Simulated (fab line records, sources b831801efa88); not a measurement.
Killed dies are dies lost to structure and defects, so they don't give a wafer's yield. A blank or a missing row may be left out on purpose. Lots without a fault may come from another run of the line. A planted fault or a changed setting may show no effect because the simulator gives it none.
fab line records | flow gf180mcu
record lots=5 wafers=15 last_day=34
route steps=602 shown V4@477 MIM@503
lots that met no fault: from a run of the same line without faults
start_h: hours from the record's first day to the start of the lot's first wafer shown | wait_h: hours since the lot's step before | " the same as in the row above | L1.1+2: a row that stands for several wafers | - no value, or no start given | * or withheld: withheld | < > ~ a bound
route shown NAME@n: a module of which the file shows steps, and the number in the route of the first | usual: mean/standard deviation of fault-free wafers | same: alike in all rows | chamber/n: place in a boat | sites: the reading at each site | _std_site: their standard deviation | _edge_site: outer sites' mean less inner sites' | radius_mm: how far each site lies from the wafer's centre | mask NAME#n: copy n | behind: the tool/chamber that last shaped the wafer | hold: why the lot was held/for how many hours/how that ended | device: the transistor (n, p or np) that didn't switch | end of line: the same wafers' tests at the end of the route | a step without rows: its recipe alone | killed: dies lost to structure and defects at the first sort, not the wafer's yield | map: a wafer's dies, x killed, . not, _ none there
set.NAME: the setting as run; set.NAME@STEP: as run at that earlier step | model.NAME: the simulator's own value behind a step, which no gauge read
lots at some steps of the route; a table a step, a row a wafer
services: from which hour (start_h, from the record's first day; less than 0 if before it) a tool's chamber was out of use, for how many hours, and why
## steps
# step GF_V4_THK_MEAS_01
# recipe reads=SiO2_of_V4_CVD_00
# usual V4_CVD_00_THK=600/5.5
# columns lot.wafer tool chamber start_h wait_h V4_CVD_00_THK[nm]
L079.1 film_metro-04 - 587.10 0.0 609
L079.4 " - " " 597
L079.6 " - " " 602
L081.1 film_metro-04 - 596.02 0.0 588
L081.5 " - " " 592
L081.6 " - " " 599
L084.1 film_metro-01 - 623.99 0.0 600
L084.3 " - " " 608
L084.4 " - " " 605
L090.2 film_metro-04 - 669.05 0.1 603
L090.4 " - " " 595
L090.5 " - " " 601
L095.3 film_metro-01 - 701.32 0.1 589
L095.4 " - " " 601
L095.5 " - " " 603
# step GF_V4_CVD_02
# recipe material=SiO2 target_thk_nm=850 precursor=TEOS temp_c=400 time_s=94.851 rf_w=600
# usual heater_power_w=688/100 rf_fwd_power_W=596.8/2.1
# columns lot.wafer tool chamber start_h wait_h heater_power_w rf_fwd_power_W
L079.1 pecvd-01 2 587.16 0.1 597 594.3
L079.4 " 2 " " 491 594.5
L079.6 " 1 " " 583 596.6
L081.1 pecvd-01 2 596.08 0.1 535 595.6
L081.5 " 1 " " 695 598.1
L081.6 " 2 " " 566 591.7
L084.1 pecvd-01 1 624.05 0.1 600 599.7
L084.3 " 2 " " 516 597.8
L084.4 " 2 " " 575 600.6
L090.2 pecvd-03 0 669.10 0.0 822 598.6
L090.4 " 2 " " 677 596.8
L090.5 " 0 " " 866 600.6
L095.3 pecvd-01 2 701.36 0.0 619 595.3
L095.4 " 1 " " 566 597.2
L095.5 " 0 " " 771 597.7
# step GF_V4_THK_MEAS_03
# recipe reads=SiO2_of_V4_CVD_02
# usual V4_CVD_02_THK=850/11
# columns lot.wafer tool chamber start_h wait_h V4_CVD_02_THK[nm]
L079.1 film_metro-01 - 587.23 0.0 853
L079.4 " - " " 857
L079.6 " - " " 858
L081.1 film_metro-03 - 596.15 0.0 849
L081.5 " - " " 842
L081.6 " - " " 852
L084.1 film_metro-04 - 624.12 0.0 871
L084.3 " - " " 858
L084.4 " - " " 872
L090.2 film_metro-01 - 669.18 0.0 824
L090.4 " - " " 849
L090.5 " - " " 837
L095.3 film_metro-03 - 701.45 0.1 841
L095.4 " - " " 853
L095.5 " - " " 846
# step GF_V4_CMP_04
# recipe material=SiO2 down_force_psi=4 platen_rpm=60 pad_velocity_m_s=0.94248
# usual motor_current_A=11.7/1.2 time_to_endpoint_s=83/6.6
# columns lot.wafer tool chamber start_h wait_h motor_current_A time_to_endpoint_s
L079.1 cmp-02 1 587.35 0.1 9.7 80
L079.4 " 3 " " 13.1 83
L079.6 " 0 " " 10.8 82
L081.1 cmp-02 1 596.21 0.1 9.3 77
L081.5 " 1 " " 9.7 75
L081.6 " 2 " " 12.6 88
L084.4 cmp-02 1 624.18 0.0 9.7 95
L084.3 " 2 " " 12.2 92
L084.1 " 3 " " 13.4 96
L090.4 cmp-02 0 669.23 0.0 11.5 83
L090.2 " 3 " " 13.1 75
L090.5 " 1 " " 10.1 77
L095.4 cmp-02 2 701.49 0.0 12.0 97
L095.3 " 0 " " 10.6 84
L095.5 " 2 " " 12.0 94
# step GF_V4_BOW_MEAS_05
# recipe mode=bow
# usual V4_BOW=132/8.6
# columns lot.wafer tool chamber start_h wait_h V4_BOW[um]
L079.1 film_metro-03 - 587.62 0.2 140
L079.4 " - " " 142
L079.6 " - " " 133
L081.1 film_metro-03 - 596.51 0.2 139
L081.5 " - " " 143
L081.6 " - " " 140
L084.1 film_metro-04 - 624.48 0.1 146
L084.3 " - " " 142
L084.4 " - " " 137
L090.2 film_metro-04 - 669.55 0.1 127
L090.4 " - " " 127
L090.5 " - " " 130
L095.3 film_metro-03 - 701.83 0.2 145
L095.4 " - " " 126
L095.5 " - " " 138
# step GF_V4_DEHYDRATE_06
# recipe temp_c=200 time_s=60
# usual heater_power_total_W=160.39/0.13
# columns lot.wafer tool chamber start_h wait_h heater_power_total_W
L079.1 litho_track-02 0 597.68 10.0 160.36
L079.4 " 0 " " 160.38
L079.6 " 0 " " 160.34
L081.1 litho_track-02 0 606.03 9.5 160.56
L081.5 " 0 " " 160.23
L081.6 " 0 " " 160.54
L084.1 litho_track-02 0 634.58 10.1 160.21
L084.3 " 0 " " 160.34
L084.4 " 0 " " 160.51
L090.2 litho_track-02 0 678.56 9.0 160.38
L090.4 " 0 " " 160.45
L090.5 " 0 " " 160.23
L095.3 litho_track-01 0 710.47 8.6 160.24
L095.4 " 0 " " 160.45
L095.5 " 0 " " 160.60
# step GF_V4_HMDS_07
# recipe prime_time_s=60 prime_temp_c=120
# columns lot.wafer tool chamber start_h wait_h
L079.1+4+6 litho_track-02 0 597.83 0.1
L081.1+5+6 litho_track-02 0 606.18 0.1
L084.1+3+4 litho_track-02 0 634.73 0.1
L090.2+4+5 litho_track-02 0 678.71 0.1
L095.3+4+5 litho_track-01 0 710.62 0.1
# step GF_V4_COAT_08
# recipe resist=BARC temp_c=withheld time_s=withheld spin_rpm=withheld resist_thk_nm=withheld
# columns lot.wafer tool chamber start_h wait_h
L079.1+4+6 litho_track-02 0 597.98 0.1
L081.1+5+6 litho_track-02 0 606.33 0.1
L084.1+3+4 litho_track-02 0 634.88 0.1
L090.2+4+5 litho_track-02 0 678.86 0.1
L095.3+4+5 litho_track-01 0 710.77 0.1
# step GF_V4_COAT_09
# recipe resist=KrF spin_rpm=withheld resist_thk_nm=1000
# columns lot.wafer tool chamber start_h wait_h
L079.1+4+6 litho_track-02 0 - -
L081.1+5+6 litho_track-02 0 - -
L084.1+3+4 litho_track-02 0 - -
L090.2+4+5 litho_track-02 0 - -
L095.3+4+5 litho_track-01 0 - -
# step GF_V4_SOFTBAKE_10
# recipe temp_c=130 time_s=60 resist=KrF
# usual heater_power_total_W=93.05/0.061
# columns lot.wafer tool chamber start_h wait_h heater_power_total_W
L079.1 litho_track-02 0 - - 92.96
L079.4 " 0 " " 92.87
L079.6 " 0 " " 92.95
L081.1 litho_track-02 0 - - 93.06
L081.5 " 0 " " 93.01
L081.6 " 0 " " 93.00
L084.1 litho_track-02 0 - - 93.12
L084.3 " 0 " " 93.11
L084.4 " 0 " " 93.09
L090.2 litho_track-02 0 - - 93.02
L090.4 " 0 " " 92.95
L090.5 " 0 " " 93.06
L095.3 litho_track-01 0 - - 93.09
L095.4 " 0 " " 93.17
L095.5 " 0 " " 93.02
# step GF_V4_EXPOSE_11
# recipe mask_id=Via4 target_cd_nm=260 na=0.68 source_shape=conventional sigma_outer=0.6 dose_mj=38
# usual exposure_dose_mJ_cm2=37.94/0.041
# same sigma_outer=0.6
# columns lot.wafer tool chamber start_h wait_h mask exposure_dose_mJ_cm2
L079.1 krf_scanner-02 0 - - Via4#0 37.91
L079.4 " 0 " " Via4#0 37.93
L079.6 " 0 " " Via4#0 37.91
L081.1 krf_scanner-02 0 - - Via4#0 37.90
L081.5 " 0 " " Via4#0 37.89
L081.6 " 0 " " Via4#0 37.93
L084.1 krf_scanner-02 0 - - Via4#0 37.94
L084.3 " 0 " " Via4#0 37.90
L084.4 " 0 " " Via4#0 37.97
L090.2 krf_scanner-01 0 - - Via4#0 37.94
L090.4 " 0 " " Via4#0 38.03
L090.5 " 0 " " Via4#0 37.95
L095.3 krf_scanner-01 0 - - Via4#0 37.95
L095.4 " 0 " " Via4#0 37.96
L095.5 " 0 " " Via4#0 37.97
# step GF_V4_PEB_12
# recipe peb_temp_c=135 peb_time_s=90 resist=KrF
# usual heater_power_total_W=85.70/0.083
# columns lot.wafer tool chamber start_h wait_h heater_power_total_W
L079.1 litho_track-01 0 - - 85.75
L079.4 " 0 " " 85.78
L079.6 " 0 " " 85.80
L081.1 litho_track-04 0 - - 85.80
L081.5 " 0 " " 85.64
L081.6 " 0 " " 85.58
L084.1 litho_track-02 0 - - 85.63
L084.3 " 0 " " 85.68
L084.4 " 0 " " 85.64
L090.2 litho_track-02 0 - - 85.74
L090.4 " 0 " " 85.81
L090.5 " 0 " " 85.74
L095.3 litho_track-01 0 - - 85.63
L095.4 " 0 " " 85.70
L095.5 " 0 " " 85.57
# step GF_V4_DEVELOP_13
# recipe develop_time_s=60 resist=KrF dev_temp_c=21
# columns lot.wafer tool chamber start_h wait_h
L079.1+4+6 litho_track-01 0 608.62 0.2
L081.1+5+6 litho_track-04 0 616.99 0.2
L084.1+3+4 litho_track-02 0 644.63 0.2
L090.2+4+5 litho_track-02 0 688.01 0.2
L095.3+4+5 litho_track-01 0 719.92 0.1
# step GF_V4_CD_MEAS_14
# recipe target_cd_nm=260
# usual cd_nm=260.0/1.1
# columns lot.wafer tool chamber start_h wait_h cd_nm
L079.1 cd_sem-01 - 608.77 0.1 259.6
L079.4 " - " " 259.6
L079.6 " - " " 259.7
L081.1 cd_sem-01 - 617.14 0.1 259.0
L081.5 " - " " 259.4
L081.6 " - " " 259.3
L084.1 cd_sem-02 - 644.78 0.1 260.6
L084.3 " - " " 259.6
L084.4 " - " " 261.0
L090.2 cd_sem-01 - 688.15 0.1 262.3
L090.4 " - " " 262.1
L090.5 " - " " 262.7
L095.3 cd_sem-01 - 720.06 0.1 259.6
L095.4 " - " " 259.3
L095.5 " - " " 259.9
# step GF_V4_OVL_MEAS_15
# usual V4_OVL=-3/4.6
# columns lot.wafer tool chamber start_h wait_h V4_OVL[nm]
L079.1 overlay-02 - 608.89 0.1 -3
L079.4 " - " " -6
L079.6 " - " " -6
L081.1 overlay-01 - 617.26 0.1 -11
L081.5 " - " " -7
L081.6 " - " " 0
L084.1 overlay-01 - 644.90 0.1 -15
L084.3 " - " " -16
L084.4 " - " " -9
L090.2 overlay-02 - 688.26 0.1 -6
L090.4 " - " " -1
L090.5 " - " " -4
L095.3 overlay-02 - 720.15 0.1 4
L095.4 " - " " -5
L095.5 " - " " 1
# step GF_V4_ETCH_16
# recipe chemistry=N2/H2 target_depth_a=withheld overetch_a=withheld time_s=withheld target=BARC ion_energy_ev=200 source_w=500 bias_w=100 pressure_mtorr=30 n2_flow_sccm=100 h2_flow_sccm=200
# usual drypump_motor_current_A=5.6/0.59 oes_product_au=0.854/0.0048 rf_fwd_power_W=495.7/1.6 throttle_valve_pct=13.225/0.0089
# columns lot.wafer tool chamber start_h wait_h drypump_motor_current_A oes_product_au rf_fwd_power_W throttle_valve_pct
L079.1 rie_diel-04 3 608.92 0.0 5.3 0.853 496.0 13.224
L079.4 " 0 " " 5.2 0.857 497.9 13.234
L079.6 " 0 " " 5.2 0.857 494.9 13.215
L081.1 rie_diel-03 1 617.29 0.0 4.7 0.848 496.0 13.219
L081.5 " 0 " " 6.7 0.856 493.9 13.223
L081.6 " 3 " " 5.7 0.847 494.5 13.223
L084.1 rie_diel-04 3 644.94 0.0 5.3 0.855 493.3 13.211
L084.3 " 0 " " 5.2 0.859 495.7 13.241
L084.4 " 1 " " 6.1 0.856 496.5 13.234
L090.2 rie_diel-04 3 688.29 0.0 5.3 0.859 498.5 13.211
L090.4 " 2 " " 5.8 0.848 494.5 13.221
L090.5 " 1 " " 6.1 0.855 494.9 13.240
L095.3 rie_diel-01 2 720.17 0.0 5.7 0.857 495.2 13.217
L095.4 " 1 " " 4.7 0.856 496.4 13.239
L095.5 " 2 " " 5.7 0.852 494.7 13.225
# step GF_V4_ETCH_17
# recipe chemistry=C4F8/O2/Ar mask_material=KrF target=SiO2 stop_on=TiN source_w=1500 bias_w=1200 pressure_mtorr=40 c4f8_flow_sccm=withheld O2_flow_sccm=6 Ar_flow_sccm=300 time_s=withheld target_depth_a=6300
# usual oes_product_au=0.856/0.0044 rf_fwd_power_W=1494/4.7
# columns lot.wafer tool chamber start_h wait_h oes_product_au rf_fwd_power_W
L079.1 rie_diel-04 3 - - 0.856 1498
L079.4 " 0 " " 0.858 1490
L079.6 " 0 " " 0.848 1497
L081.1 rie_diel-03 1 - - 0.850 1493
L081.5 " 0 " " 0.850 1485
L081.6 " 3 " " 0.859 1499
L084.1 rie_diel-04 3 - - 0.862 1497
L084.3 " 0 " " 0.853 1489
L084.4 " 1 " " 0.855 1492
L090.2 rie_diel-04 3 - - 0.851 1495
L090.4 " 2 " " 0.855 1501
L090.5 " 1 " " 0.854 1495
L095.3 rie_diel-01 2 - - 0.860 1493
L095.4 " 1 " " 0.855 1491
L095.5 " 2 " " 0.856 1498
# step GF_V4_STRIP_18
# recipe chemistry=O2/N2 power_w=1400 pressure_mtorr=1500 platen_temp_c=250 o2_flow_sccm=3000 n2_flow_sccm=300 overash_fraction=0.5
# usual drypump_motor_current_A=5.8/0.37 heater_power_w=326/24 oes_product_au=0.593/0.0049
# columns lot.wafer tool chamber start_h wait_h drypump_motor_current_A heater_power_w oes_product_au rf_hours_counter_h
L079.1 plasma_asher-01 1 609.05 - 6.2 329 0.595 86
L079.4 " 0 " " 6.1 294 0.595 -
L079.6 " 0 " " 6.1 291 0.587 -
L081.1 plasma_asher-04 1 617.42 - 5.7 303 0.593 22
L081.5 " 0 " " 5.8 360 0.595 -
L081.6 " 1 " " 5.7 318 0.595 -
L084.1 plasma_asher-04 1 645.07 - 5.7 302 0.591 26
L084.3 " 1 " " 5.7 317 0.593 -
L084.4 " 0 " " 5.8 357 0.600 -
L090.2 plasma_asher-04 1 688.42 - 5.7 303 0.597 31
L090.4 " 1 " " 5.7 303 0.595 -
L090.5 " 0 " " 5.7 360 0.586 -
L095.3 plasma_asher-04 0 720.34 - 5.8 355 0.598 -
L095.4 " 1 " " 5.7 312 0.591 -
L095.5 " 0 " " 5.8 351 0.600 -
# step GF_V4_STRIP_19
# recipe chemistry=post_etch_residue_remover time_s=1200 temp_c=72.5
# columns lot.wafer tool chamber start_h wait_h
L079.1+4+6 wet_bench-04 3 609.15 0.1
L081.1+5+6 wet_bench-04 3 617.52 0.1
L084.1+3+4 wet_bench-04 1 645.17 0.1
L090.2+4+5 wet_bench-04 0 688.52 0.1
L095.3+4+5 wet_bench-01 2 720.40 0.0
# step GF_V4_CLEAN_20
# recipe chemistry=DIW dry=n2_spin
# columns lot.wafer tool chamber start_h wait_h
L079.1+4+6 wet_bench-01 1 609.49 0.0
L081.1+5+6 wet_bench-03 0 617.86 0.0
L084.1+3+4 wet_bench-01 1 645.54 0.0
L090.2+4+5 wet_bench-03 3 688.86 0.0
L095.3+4+5 wet_bench-04 3 720.81 0.0
# step GF_V4_SPUTTER_21
# recipe material=Ti target_thk_nm=15 chamber_pressure_pa=5 power_w=2500 substrate_temp_c=200 time_s=80.02
# usual cathode_dc_power_W=2500.0/0.46 throttle_valve_pct=30.5/0.95
# columns lot.wafer tool chamber start_h wait_h cathode_dc_power_W throttle_valve_pct
L079.1 pvd_sputter-03 - 609.59 0.0 2500.4 29.7
L079.4 " - " " 2499.6 30.1
L079.6 " - " " 2500.5 30.4
L081.1 pvd_sputter-01 - 617.95 0.0 2499.9 29.5
L081.5 " - " " 2500.8 31.2
L081.6 " - " " 2499.5 30.5
L084.1 pvd_sputter-03 - 645.64 0.0 2500.8 30.5
L084.3 " - " " 2499.7 30.1
L084.4 " - " " 2500.0 30.0
L090.2 pvd_sputter-03 - 688.96 0.0 2500.3 30.6
L090.4 " - " " 2499.8 30.0
L090.5 " - " " 2500.0 30.6
L095.3 pvd_sputter-01 - 720.90 0.0 2500.7 29.3
L095.4 " - " " 2499.6 30.8
L095.5 " - " " 2500.5 29.3
# step GF_V4_SPUTTER_22
# recipe material=TiN target_thk_nm=10 chamber_pressure_pa=5 power_w=4000 time_s=40
# usual cathode_dc_power_W=4000.0/0.82 throttle_valve_pct=30.5/0.92
# columns lot.wafer tool chamber start_h wait_h cathode_dc_power_W throttle_valve_pct
L079.1 pvd_sputter-03 - 609.65 0.0 4001.1 29.7
L079.4 " - " " 4000.4 30.1
L079.6 " - " " 3997.6 30.1
L081.1 pvd_sputter-01 - 618.02 0.0 3999.7 29.3
L081.5 " - " " 3999.5 31.0
L081.6 " - " " 3998.9 30.7
L084.1 pvd_sputter-03 - 645.70 0.0 4001.1 30.7
L084.3 " - " " 4000.9 30.1
L084.4 " - " " 4000.7 29.9
L090.2 pvd_sputter-03 - 689.02 0.0 3999.3 30.4
L090.4 " - " " 4000.4 29.9
L090.5 " - " " 4000.1 30.7
L095.3 pvd_sputter-01 - 720.96 0.0 3999.0 29.3
L095.4 " - " " 3999.6 31.0
L095.5 " - " " 4000.1 29.6
# step GF_V4_CVD_23
# recipe material=W target_thk_nm=350 time_s=104.9 temp_c=400 pressure_torr=40
# usual chamber_pressure_Torr=40.00/0.086 heater_power_w=934/160
# columns lot.wafer tool chamber start_h wait_h chamber_pressure_Torr heater_power_w
L079.1 cvd_w-01 1 609.69 0.0 40.02 1115
L079.4 " 0 " " 40.15 954
L079.6 " 0 " " 40.01 917
L081.1 cvd_w-01 0 618.05 0.0 39.93 956
L081.5 " 1 " " 40.02 1135
L081.6 " 0 " " 40.04 958
L084.1 cvd_w-02 0 645.74 0.0 39.96 723
L084.3 " 1 " " 39.92 799
L084.4 " 0 " " 40.11 708
L090.2 cvd_w-02 1 689.06 0.0 40.00 795
L090.4 " 1 " " 39.98 791
L090.5 " 1 " " 39.93 789
L095.3 cvd_w-01 1 721.04 0.1 39.82 1100
L095.4 " 0 " " 40.11 958
L095.5 " 0 " " 40.04 963
# step GF_V4_RS_MEAS_24
# recipe thk_meas_gauge=four-point-probe reads=W_of_V4_CVD_23+TiN_of_V4_SPUTTER_22+Ti_of_V4_SPUTTER_21
# usual V4_W_RS=0.325/0.0033
# columns lot.wafer tool chamber start_h wait_h V4_W_RS[ohm/sq]
L079.1 film_metro-01 - 609.80 0.1 0.322
L079.4 " - " " 0.329
L079.6 " - " " 0.325
L081.1 film_metro-04 - 618.17 0.1 0.325
L081.5 " - " " 0.321
L081.6 " - " " 0.326
L084.1 film_metro-04 - 645.85 0.1 0.325
L084.3 " - " " 0.319
L084.4 " - " " 0.326
L090.2 film_metro-04 - 689.19 0.1 0.318
L090.4 " - " " 0.322
L090.5 " - " " 0.316
L095.3 film_metro-01 - 721.15 0.1 0.325
L095.4 " - " " 0.334
L095.5 " - " " 0.329
# step GF_V4_THK_MEAS_25
# recipe thk_meas_gauge=xrf reads=W_of_V4_CVD_23
# usual V4_W_THK=351/4.2
# columns lot.wafer tool chamber start_h wait_h V4_W_THK[nm]
L079.1 film_metro-01 - 609.92 0.1 350
L079.4 " - " " 344
L079.6 " - " " 345
L081.1 film_metro-04 - 618.29 0.1 350
L081.5 " - " " 353
L081.6 " - " " 349
L084.1 film_metro-04 - 645.97 0.1 352
L084.3 " - " " 357
L084.4 " - " " 348
L090.2 film_metro-04 - 689.30 0.1 358
L090.4 " - " " 354
L090.5 " - " " 362
L095.3 film_metro-01 - 721.25 0.1 351
L095.4 " - " " 343
L095.5 " - " " 346
# step GF_V4_CMP_26
# recipe stop_on=SiO2 down_force_psi=3.5 platen_rpm=60 t_overpolish_s=15 target_thk_nm=0 pad_velocity_m_s=0.94248
# usual motor_current_A=10.8/1.1 overpolish_run_s=14.999/0.0095 time_to_endpoint_s=86/3.7
# columns lot.wafer tool chamber start_h wait_h motor_current_A overpolish_run_s time_to_endpoint_s
L079.4 cmp-01 1 609.98 0.0 13.4 15.001 86
L079.1 " 2 " " 10.0 14.993 84
L079.6 " 1 " " 13.0 15.008 88
L081.1 cmp-02 2 618.35 0.1 11.0 14.993 94
L081.5 " 2 " " 10.9 15.014 93
L081.6 " 3 " " 11.7 15.013 88
L084.3 cmp-01 2 646.03 0.0 10.0 15.011 89
L084.1 " 3 " " 10.7 14.983 86
L084.4 " 0 " " 11.3 15.015 88
L090.4 cmp-01 2 689.35 0.0 9.9 14.992 84
L090.2 " 1 " " 13.3 14.992 85
L090.5 " 3 " " 10.7 14.991 82
L095.3 cmp-02 0 721.34 0.1 10.2 14.996 88
L095.4 " 2 " " 10.9 14.997 89
L095.5 " 3 " " 11.9 14.991 85
# step GF_MIM_SPUTTER_00
# recipe material=Ti target_thk_nm=37.5 arriving_ion_energy_ev=80 substrate_temp_c=200 chamber_pressure_pa=2 power_w=4000 time_s=150
# usual cathode_dc_power_W=4000.0/0.71 throttle_valve_pct=30.6/1.1
# columns lot.wafer tool chamber start_h wait_h cathode_dc_power_W throttle_valve_pct
L079.1 pvd_sputter-01 - 610.28 0.2 3999.6 31.0
L079.4 " - " " 4000.6 30.6
L079.6 " - " " 3999.3 30.5
L081.1 pvd_sputter-02 - 618.65 0.2 4000.9 30.7
L081.5 " - " " 4000.3 31.1
L081.6 " - " " 3999.9 30.9
L084.1 pvd_sputter-01 - 646.33 0.2 4000.5 30.8
L084.3 " - " " 4000.9 30.3
L084.4 " - " " 3999.7 31.0
L090.2 pvd_sputter-01 - 689.65 0.1 4000.9 30.7
L090.4 " - " " 3997.9 30.9
L090.5 " - " " 3998.5 30.5
L095.3 pvd_sputter-04 - 721.59 0.2 3998.4 28.1
L095.4 " - " " 4000.6 30.9
L095.5 " - " " 4000.8 27.7
# step GF_MIM_SPUTTER_01
# recipe material=TiN target_thk_nm=30 power_w=6500 time_s=25 chamber_pressure_pa=0.4
# usual cathode_dc_power_W=6500.0/1.2 throttle_valve_pct=30.6/1.1
# columns lot.wafer tool chamber start_h wait_h cathode_dc_power_W throttle_valve_pct
L079.1 pvd_sputter-01 - 610.38 0.1 6499.4 31.1
L079.4 " - " " 6499.9 30.5
L079.6 " - " " 6498.9 30.5
L081.1 pvd_sputter-02 - 618.75 0.1 6499.2 30.5
L081.5 " - " " 6501.6 31.3
L081.6 " - " " 6499.6 30.7
L084.1 pvd_sputter-01 - 646.43 0.1 6499.7 31.0
L084.3 " - " " 6500.1 30.4
L084.4 " - " " 6499.9 31.2
L090.2 pvd_sputter-01 - 689.75 0.1 6499.5 30.7
L090.4 " - " " 6499.7 31.1
L090.5 " - " " 6503.0 30.3
L095.3 pvd_sputter-04 - 721.69 0.1 6499.9 27.7
L095.4 " - " " 6499.6 31.0
L095.5 " - " " 6498.8 27.9
# step GF_MIM_SPUTTER_02
# recipe material=AlCu target_thk_nm=450 power_w=10600 time_s=23.9 chamber_pressure_pa=0.4
# usual cathode_dc_power_W=10600/1.8 throttle_valve_pct=30.6/1.1
# columns lot.wafer tool chamber start_h wait_h cathode_dc_power_W throttle_valve_pct
L079.1 pvd_sputter-01 - 610.41 0.0 10602 31.0
L079.4 " - " " 10600 30.3
L079.6 " - " " 10601 30.5
L081.1 pvd_sputter-02 - 618.78 0.0 10595 31.0
L081.5 " - " " 10601 30.7
L081.6 " - " " 10598 30.3
L084.1 pvd_sputter-01 - 646.46 0.0 10595 30.9
L084.3 " - " " 10599 30.4
L084.4 " - " " 10601 31.1
L090.2 pvd_sputter-01 - 689.78 0.0 10597 31.0
L090.4 " - " " 10599 31.2
L090.5 " - " " 10599 30.6
L095.3 pvd_sputter-04 - 721.72 0.0 10598 27.8
L095.4 " - " " 10601 31.1
L095.5 " - " " 10601 27.8
# step GF_MIM_SPUTTER_03
# recipe material=Ti target_thk_nm=10 substrate_temp_c=300 chamber_pressure_pa=0.3 power_w=3000 time_s=6.7
# usual cathode_dc_power_W=3000.0/0.5 throttle_valve_pct=30.6/1.1
# columns lot.wafer tool chamber start_h wait_h cathode_dc_power_W throttle_valve_pct
L079.1 pvd_sputter-01 - 610.44 0.0 2999.6 31.0
L079.4 " - " " 3000.1 30.5
L079.6 " - " " 3000.1 30.8
L081.1 pvd_sputter-02 - 618.81 0.0 2999.4 30.8
L081.5 " - " " 2999.6 31.4
L081.6 " - " " 3000.7 30.8
L084.1 pvd_sputter-01 - 646.49 0.0 2999.4 31.1
L084.3 " - " " 2999.5 30.5
L084.4 " - " " 2999.9 30.8
L090.2 pvd_sputter-01 - 689.81 0.0 2999.9 30.8
L090.4 " - " " 2999.4 31.3
L090.5 " - " " 3000.1 30.7
L095.3 pvd_sputter-04 - 721.75 0.0 2999.6 27.9
L095.4 " - " " 3000.7 31.2
L095.5 " - " " 3000.3 27.6
# step GF_MIM_SPUTTER_04
# recipe material=TiN target_thk_nm=50 power_w=6500 time_s=41.7 chamber_pressure_pa=0.4
# usual cathode_dc_power_W=6500.3/1.1 throttle_valve_pct=30.6/1.1
# columns lot.wafer tool chamber start_h wait_h cathode_dc_power_W throttle_valve_pct
L079.1 pvd_sputter-01 - 610.46 0.0 6498.5 31.2
L079.4 " - " " 6501.2 30.5
L079.6 " - " " 6500.4 30.5
L081.1 pvd_sputter-02 - 618.83 0.0 6500.0 30.7
L081.5 " - " " 6498.0 31.0
L081.6 " - " " 6501.2 30.9
L084.1 pvd_sputter-01 - 646.51 0.0 6501.1 30.3
L084.3 " - " " 6501.3 30.9
L084.4 " - " " 6501.1 31.1
L090.2 pvd_sputter-01 - 689.83 0.0 6499.6 30.7
L090.4 " - " " 6500.1 30.9
L090.5 " - " " 6500.3 30.5
L095.3 pvd_sputter-04 - 721.77 0.0 6499.9 27.5
L095.4 " - " " 6499.5 31.4
L095.5 " - " " 6502.3 27.5
# step GF_MIM_CVD_05
# recipe material=Si3N4 target_thk_nm=42 temp_max_c=400 temp_c=385 time_s=29.086 rf_w=450
# usual heater_power_w=695/92 rf_fwd_power_W=445.3/1.8
# columns lot.wafer tool chamber start_h wait_h heater_power_w rf_fwd_power_W
L079.1 pecvd-03 1 610.50 0.0 744 443.8
L079.4 " 2 " " 663 446.2
L079.6 " 1 " " 722 444.6
L081.1 pecvd-03 2 618.87 0.0 633 446.6
L081.5 " 0 " " 907 444.5
L081.6 " 1 " " 767 442.8
L084.1 pecvd-02 2 646.55 0.0 645 446.9
L084.3 " 1 " " 605 442.2
L084.4 " 2 " " 647 446.1
L090.2 pecvd-03 0 689.87 0.0 871 447.6
L090.4 " 1 " " 765 444.0
L090.5 " 0 " " 879 449.0
L095.3 pecvd-01 0 721.81 0.0 716 445.2
L095.4 " 1 " " 677 447.7
L095.5 " 2 " " 561 442.9
# step GF_MIM_THK_MEAS_06
# recipe reads=Si3N4_of_MIM_CVD_05
# usual MIM_CVD_05_THK=41.9/0.57
# columns lot.wafer tool chamber start_h wait_h MIM_CVD_05_THK[nm]
L079.1 film_metro-01 - 610.53 0.0 41.0
L079.4 " - " " 42.2
L079.6 " - " " 41.6
L081.1 film_metro-04 - 618.90 0.0 42.0
L081.5 " - " " 42.5
L081.6 " - " " 41.7
L084.1 film_metro-02 - 646.58 0.0 42.0
L084.3 " - " " 42.2
L084.4 " - " " 43.1
L090.2 film_metro-01 - 689.91 0.0 41.9
L090.4 " - " " 41.8
L090.5 " - " " 42.4
L095.3 film_metro-02 - 721.87 0.0 41.9
L095.4 " - " " 42.9
L095.5 " - " " 43.2
# step GF_MIM_SPUTTER_07
# recipe material=TiN target_thk_nm=60 power_w=6500 time_s=50 chamber_pressure_pa=0.4
# usual cathode_dc_power_W=6500.1/1.3 throttle_valve_pct=30.5/1.3
# columns lot.wafer tool chamber start_h wait_h cathode_dc_power_W throttle_valve_pct
L079.1 pvd_sputter-02 - 610.59 0.1 6498.8 32.2
L079.4 " - " " 6500.9 29.1
L079.6 " - " " 6498.8 30.8
L081.1 pvd_sputter-04 - 618.96 0.1 6498.2 27.8
L081.5 " - " " 6497.0 27.6
L081.6 " - " " 6499.9 31.1
L084.1 pvd_sputter-02 - 646.64 0.1 6498.1 32.1
L084.3 " - " " 6500.8 29.0
L084.4 " - " " 6499.2 29.0
L090.2 pvd_sputter-02 - 689.96 0.0 6497.9 30.7
L090.4 " - " " 6502.4 32.4
L090.5 " - " " 6498.5 31.4
L095.3 pvd_sputter-02 - 721.91 0.0 6500.7 32.2
L095.4 " - " " 6499.6 28.9
L095.5 " - " " 6500.6 31.9
## services
# columns tool chamber start_h hours kind
plasma_asher-04 - 569.61 1.5 repair
rie_diel-04 0 571.28 12.0 repair
cmp-01 - 572.24 4.0 pm
cmp-02 - 575.86 2.2 repair
krf_scanner-01 - 577.95 3.6 pm
pecvd-03 - 586.20 0.8 repair
pecvd-03 - 588.96 0.7 repair
pecvd-01 - 589.81 5.5 pm
pecvd-03 - 598.36 1.9 repair
krf_scanner-02 - 603.61 1.0 pm
plasma_asher-04 - 626.89 0.6 repair
rie_diel-04 0 627.21 4.1 repair
pecvd-03 0 631.36 10.1 repair
pecvd-03 1 640.53 3.7 repair
cmp-01 - 662.55 20.0 pm
krf_scanner-02 - 671.56 1.3 pm
plasma_asher-04 - 680.67 1.3 repair
krf_scanner-02 - 682.34 4.4 pm
pvd_sputter-04 - 695.28 1.6 repair
cmp-01 - 708.03 6.6 pm
pecvd-01 - 710.15 1.2 repair
pecvd-03 - 715.38 2.8 pm
rie_diel-04 2 720.77 7.6 repair
pecvd-03 - 721.56 0.3 repair
## key
fault none
